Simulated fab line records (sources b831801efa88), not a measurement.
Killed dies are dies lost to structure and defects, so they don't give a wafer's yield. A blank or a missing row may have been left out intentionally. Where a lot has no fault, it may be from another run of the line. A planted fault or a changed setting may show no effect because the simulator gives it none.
Which of the tools did it? :: flow gf180mcu :: 13 lots with 39 wafers sampled at 5 steps, on a route of 602 steps

## WHAT THE GAUGES SHOWED, per wafer
GF_VT_IMPLANT_TW_MEAS_21. Usual: VT_IMPLANT_2_TW gives 1216 (standard deviation 12).
lot: L811
measured: day 6 08:43
on: film-metro-03
VT_IMPLANT_2_TW: 1223 1228 1230
flag: 

lot: L812
measured: day 6 12:41
on: film-metro-01
VT_IMPLANT_2_TW: 1224 1222 1229
flag: 

lot: L814
measured: day 7 00:40
on: film-metro-01
VT_IMPLANT_2_TW: 1394 1379 1385
flag: OFF

lot: L815
measured: day 7 06:20
on: film-metro-01
VT_IMPLANT_2_TW: 1385 1381 1381
flag: OFF

lot: L822
measured: day 9 06:05
on: film-metro-02
VT_IMPLANT_2_TW: 1190 1196 1194
flag: 

lot: L824
measured: day 9 18:52
on: film-metro-01
VT_IMPLANT_2_TW: 1226 1225 1230
flag: 

lot: L826
measured: day 10 08:35
on: film-metro-03
VT_IMPLANT_2_TW: 1220 1207 1217
flag: 

lot: L828
measured: day 10 19:05
on: film-metro-03
VT_IMPLANT_2_TW: 1218 1217 1217
flag: 

lot: L829
measured: day 11 00:13
on: film-metro-01
VT_IMPLANT_2_TW: 1222 1217 1224
flag: 

lot: L831
measured: day 11 13:01
on: film-metro-02
VT_IMPLANT_2_TW: 1195 1196 1197
flag: 

lot: L832
measured: day 11 16:25
on: film-metro-02
VT_IMPLANT_2_TW: 1196 1196 1200
flag: 

lot: L833
measured: day 12 02:29
on: film-metro-03
VT_IMPLANT_2_TW: 1221 1220 1227
flag: 

lot: L834
measured: day 12 06:37
on: film-metro-03
VT_IMPLANT_2_TW: 1225 1216 1216
flag: 

GF_VT_IMPLANT_RS_MEAS_48: measurement is done with a four-point probe. Usual: LVPWELL_RS gives 1197 ohm/sq (standard deviation 3).
lot: L811
measured: day 7 16:56
on: film-metro-04
LVPWELL_RS (ohm/sq): 1200 1204 1195
flag: 

lot: L812
measured: day 7 21:23
on: film-metro-02
LVPWELL_RS (ohm/sq): 1195 1194 1195
flag: 

lot: L814
measured: day 8 09:55
on: film-metro-04
LVPWELL_RS (ohm/sq): 1196 1201 1198
flag: 

lot: L815
measured: day 8 16:22
on: film-metro-01
LVPWELL_RS (ohm/sq): 1195 1192 1193
flag: 

lot: L822
measured: day 10 15:50
on: film-metro-01
LVPWELL_RS (ohm/sq): 1193 1196 1199
flag: 

lot: L824
measured: day 11 05:43
on: film-metro-04
LVPWELL_RS (ohm/sq): 1196 1195 1200
flag: 

lot: L826
measured: day 11 22:25
on: film-metro-02
LVPWELL_RS (ohm/sq): 1196 1196 1194
flag: 

lot: L828
measured: day 12 10:00
on: film-metro-02
LVPWELL_RS (ohm/sq): 1202 1203 1203
flag: 

lot: L829
measured: day 12 14:18
on: film-metro-04
LVPWELL_RS (ohm/sq): 1198 1196 1195
flag: 

lot: L831
measured: day 13 04:35
on: film-metro-02
LVPWELL_RS (ohm/sq): 1207 1202 1201
flag: 

lot: L832
measured: day 13 06:59
on: film-metro-04
LVPWELL_RS (ohm/sq): 1193 1197 1197
flag: 

lot: L833
measured: day 13 18:40
on: film-metro-01
LVPWELL_RS (ohm/sq): 1200 1195 1197
flag: 

lot: L834
measured: day 13 22:20
on: film-metro-04
LVPWELL_RS (ohm/sq): 1194 1192 1192
flag: 

GF_HV_LDD_OVL_MEAS_08. Usual: HV_LDD_OVL gives -0.6 nm (standard deviation 1.2).
lot: L811
measured: day 10 05:40
on: overlay-02
HV_LDD_OVL (nm): -0.1 -0.8 -2.3
flag: 

lot: L812
measured: day 10 13:04
on: overlay-02
HV_LDD_OVL (nm): 1.3 1.3 -0.4
flag: 

lot: L814
measured: day 11 04:16
on: overlay-02
HV_LDD_OVL (nm): -2.0 -3.2 -2.6
flag: 

lot: L815
measured: day 11 13:52
on: overlay-01
HV_LDD_OVL (nm): 1.1 0.0 0.4
flag: 

lot: L822
measured: day 13 13:13
on: overlay-02
HV_LDD_OVL (nm): -2.1 -1.9 0.5
flag: 

lot: L824
measured: day 14 00:34
on: overlay-01
HV_LDD_OVL (nm): -2.1 -3.0 -2.2
flag: 

lot: L826
measured: day 14 16:52
on: overlay-02
HV_LDD_OVL (nm): -1.1 -1.4 -1.5
flag: 

lot: L828
measured: day 15 08:05
on: overlay-01
HV_LDD_OVL (nm): -1.7 -0.9 -0.4
flag: 

lot: L829
measured: day 15 11:11
on: overlay-01
HV_LDD_OVL (nm): -0.9 -0.1 -0.6
flag: 

lot: L831
measured: day 16 04:01
on: overlay-02
HV_LDD_OVL (nm): -0.1 -1.2 -1.8
flag: 

lot: L832
measured: day 16 07:16
on: overlay-02
HV_LDD_OVL (nm): -2.2 -0.4 0.2
flag: 

lot: L833
measured: day 16 18:05
on: overlay-01
HV_LDD_OVL (nm): -1.4 0.4 -2.1
flag: 

lot: L834
measured: day 16 23:07
on: overlay-01
HV_LDD_OVL (nm): 0.0 -2.0 -0.2
flag: 

## WHAT TOOL EACH LOT RAN ON (gives the tool, then ch and the chambers of the sampled wafers, and finally the start)
lot: L811
GF_VT_IMPLANT_IMPLANT_19: implanter-01 ch 0, day 6 08:28
GF_VT_IMPLANT_STRIP_42: plasma-asher-04 ch 0,1, day 7 16:23

lot: L812
GF_VT_IMPLANT_IMPLANT_19: implanter-01 ch 0, day 6 12:26
GF_VT_IMPLANT_STRIP_42: plasma-asher-02 ch 0,1, day 7 20:50

lot: L814
GF_VT_IMPLANT_IMPLANT_19: implanter-01 ch 0, day 7 00:25
GF_VT_IMPLANT_STRIP_42: plasma-asher-02 ch 0,1, day 8 09:22

lot: L815
GF_VT_IMPLANT_IMPLANT_19: implanter-01 ch 0, day 7 06:05
GF_VT_IMPLANT_STRIP_42: plasma-asher-02 ch 0,1, day 8 15:47

lot: L822
GF_VT_IMPLANT_IMPLANT_19: implanter-03 ch 0, day 9 05:50
GF_VT_IMPLANT_STRIP_42: plasma-asher-03 ch 0,1, day 10 15:16

lot: L824
GF_VT_IMPLANT_IMPLANT_19: implanter-01 ch 0, day 9 18:37
GF_VT_IMPLANT_STRIP_42: plasma-asher-04 ch 0,1, day 11 05:10

lot: L826
GF_VT_IMPLANT_IMPLANT_19: implanter-03 ch 0, day 10 08:20
GF_VT_IMPLANT_STRIP_42: plasma-asher-02 ch 0,1, day 11 21:52

lot: L828
GF_VT_IMPLANT_IMPLANT_19: implanter-01 ch 0, day 10 18:52
GF_VT_IMPLANT_STRIP_42: plasma-asher-04 ch 0,1, day 12 09:27

lot: L829
GF_VT_IMPLANT_IMPLANT_19: implanter-03 ch 0, day 10 23:59
GF_VT_IMPLANT_STRIP_42: plasma-asher-04 ch 0,1, day 12 13:45

lot: L831
GF_VT_IMPLANT_IMPLANT_19: implanter-03 ch 0, day 11 12:46
GF_VT_IMPLANT_STRIP_42: plasma-asher-04 ch 0,1, day 13 04:02

lot: L832
GF_VT_IMPLANT_IMPLANT_19: implanter-02 ch 0, day 11 16:11
GF_VT_IMPLANT_STRIP_42: plasma-asher-04 ch 0,1, day 13 06:25

lot: L833
GF_VT_IMPLANT_IMPLANT_19: implanter-03 ch 0, day 12 02:16
GF_VT_IMPLANT_STRIP_42: plasma-asher-04 ch 0,1, day 13 18:06

lot: L834
GF_VT_IMPLANT_IMPLANT_19: implanter-03 ch 0, day 12 06:22
GF_VT_IMPLANT_STRIP_42: plasma-asher-03 ch 0,1, day 13 21:47
- GF_VT_IMPLANT_IMPLANT_19
- GF_VT_IMPLANT_STRIP_42: strips in O2/N2.

## WHAT THE TOOLS THEMSELVES READ (means of the sampled wafers that have a number; where no wafer has one, the mark that the record gives instead)
GF_VT_IMPLANT_IMPLANT_19. Usual: dose-ions-cm2 4.351e+12, standard deviation 4.5e+09; end-station-pressure-torr 5.02e-06 Torr, standard deviation 2.6e-07; faraday-current-uA 24.5, standard deviation 0.47.
lot: L811
tool: implanter-01
dose-ions-cm2: 4.356e+12
end-station-pressure-torr (Torr): 5.06e-06
faraday-current-uA: 24.4
flag: 

lot: L812
tool: implanter-01
dose-ions-cm2: 4.351e+12
end-station-pressure-torr (Torr): 4.78e-06
faraday-current-uA: 24.6
flag: 

lot: L814
tool: implanter-01
dose-ions-cm2: 6.550e+12
end-station-pressure-torr (Torr): 5.04e-06
faraday-current-uA: 37.1
flag: OFF

lot: L815
tool: implanter-01
dose-ions-cm2: 6.555e+12
end-station-pressure-torr (Torr): 5.23e-06
faraday-current-uA: 36.8
flag: OFF

lot: L822
tool: implanter-03
dose-ions-cm2: 4.354e+12
end-station-pressure-torr (Torr): 4.90e-06
faraday-current-uA: 24.5
flag: 

lot: L824
tool: implanter-01
dose-ions-cm2: 4.351e+12
end-station-pressure-torr (Torr): 5.05e-06
faraday-current-uA: 24.9
flag: 

lot: L826
tool: implanter-03
dose-ions-cm2: 4.356e+12
end-station-pressure-torr (Torr): 4.92e-06
faraday-current-uA: 24.3
flag: 

lot: L828
tool: implanter-01
dose-ions-cm2: 4.353e+12
end-station-pressure-torr (Torr): 4.88e-06
faraday-current-uA: 24.4
flag: 

lot: L829
tool: implanter-03
dose-ions-cm2: 4.356e+12
end-station-pressure-torr (Torr): 5.24e-06
faraday-current-uA: 24.8
flag: 

lot: L831
tool: implanter-03
dose-ions-cm2: 4.352e+12
end-station-pressure-torr (Torr): 4.89e-06
faraday-current-uA: 24.3
flag: 

lot: L832
tool: implanter-02
dose-ions-cm2: 4.354e+12
end-station-pressure-torr (Torr): 4.84e-06
faraday-current-uA: 24.7
flag: 

lot: L833
tool: implanter-03
dose-ions-cm2: 4.349e+12
end-station-pressure-torr (Torr): 4.77e-06
faraday-current-uA: 24.6
flag: 

lot: L834
tool: implanter-03
dose-ions-cm2: 4.350e+12
end-station-pressure-torr (Torr): 5.27e-06
faraday-current-uA: 24.7
flag: 

GF_VT_IMPLANT_STRIP_42. Usual: drypump-motor-current-A 5.6 A, standard deviation 0.51; heater-power-w 323 W, standard deviation 13; oes-product-au 0.716 a.u., standard deviation 0.0047; strip-time-to-endpoint-s 12.65 s, standard deviation 0.031.
lot: L811
tool: plasma-asher-04
drypump-motor-current-A (A): 5.2
heater-power-w (W): 321
oes-product-au (a.u.): 0.718
strip-time-to-endpoint-s (s): 12.62
flag: 

lot: L812
tool: plasma-asher-02
drypump-motor-current-A (A): 5.4
heater-power-w (W): 318
oes-product-au (a.u.): 0.718
strip-time-to-endpoint-s (s): 12.71
flag: 

lot: L814
tool: plasma-asher-02
drypump-motor-current-A (A): 5.4
heater-power-w (W): 320
oes-product-au (a.u.): 0.714
strip-time-to-endpoint-s (s): 12.62
flag: 

lot: L815
tool: plasma-asher-02
drypump-motor-current-A (A): 5.5
heater-power-w (W): 320
oes-product-au (a.u.): 0.712
strip-time-to-endpoint-s (s): 12.66
flag: 

lot: L822
tool: plasma-asher-03
drypump-motor-current-A (A): 5.7
heater-power-w (W): 330
oes-product-au (a.u.): 0.718
strip-time-to-endpoint-s (s): 12.67
flag: 

lot: L824
tool: plasma-asher-04
drypump-motor-current-A (A): 5.7
heater-power-w (W): 328
oes-product-au (a.u.): 0.718
strip-time-to-endpoint-s (s): 12.65
flag: 

lot: L826
tool: plasma-asher-02
drypump-motor-current-A (A): 5.7
heater-power-w (W): 315
oes-product-au (a.u.): 0.712
strip-time-to-endpoint-s (s): 12.64
flag: 

lot: L828
tool: plasma-asher-04
drypump-motor-current-A (A): 5.7
heater-power-w (W): 323
oes-product-au (a.u.): 0.714
strip-time-to-endpoint-s (s): 12.66
flag: 

lot: L829
tool: plasma-asher-04
drypump-motor-current-A (A): 5.3
heater-power-w (W): 317
oes-product-au (a.u.): 0.715
strip-time-to-endpoint-s (s): 12.63
flag: 

lot: L831
tool: plasma-asher-04
drypump-motor-current-A (A): 5.7
heater-power-w (W): 327
oes-product-au (a.u.): 0.719
strip-time-to-endpoint-s (s): 12.64
flag: 

lot: L832
tool: plasma-asher-04
drypump-motor-current-A (A): 5.7
heater-power-w (W): 323
oes-product-au (a.u.): 0.714
strip-time-to-endpoint-s (s): 12.68
flag: 

lot: L833
tool: plasma-asher-04
drypump-motor-current-A (A): 5.2
heater-power-w (W): 320
oes-product-au (a.u.): 0.717
strip-time-to-endpoint-s (s): 12.63
flag: 

lot: L834
tool: plasma-asher-03
drypump-motor-current-A (A): 5.7
heater-power-w (W): 327
oes-product-au (a.u.): 0.720
strip-time-to-endpoint-s (s): 12.63
flag: 

## THE ANSWER, worked out from the rows above alone
Rule: lot off if the mean of its wafers having a number is beyond 3 standard deviations from the usual mean. Also off: a lot with no number at a reading for which 4 or more lots have one. Where the step has rows for the other lots, those lots are counted as sound. Order of review: gauges by route order, followed by the tools' own readings, for which a lot's mean as printed above is used. The first step at which some lot is off is used, and at that step the reading that is off furthest; a lot without a number counts as furthest.
Off: L814, L815, seen at GF_VT_IMPLANT_TW_MEAS_21 (VT_IMPLANT_2_TW).
A tool fits if, at a process step before that reading, it ran every lot that is off, and no sound lot after the first of them. Not tried: the gauges at GF_VT_IMPLANT_TW_MEAS_21; whatever is off there is also off at GF_VT_IMPLANT_IMPLANT_19, on other tools, and gauge error can't account for it. Of those tried, none fits.

## WHAT WAS PUT IN BY THE SIMULATOR
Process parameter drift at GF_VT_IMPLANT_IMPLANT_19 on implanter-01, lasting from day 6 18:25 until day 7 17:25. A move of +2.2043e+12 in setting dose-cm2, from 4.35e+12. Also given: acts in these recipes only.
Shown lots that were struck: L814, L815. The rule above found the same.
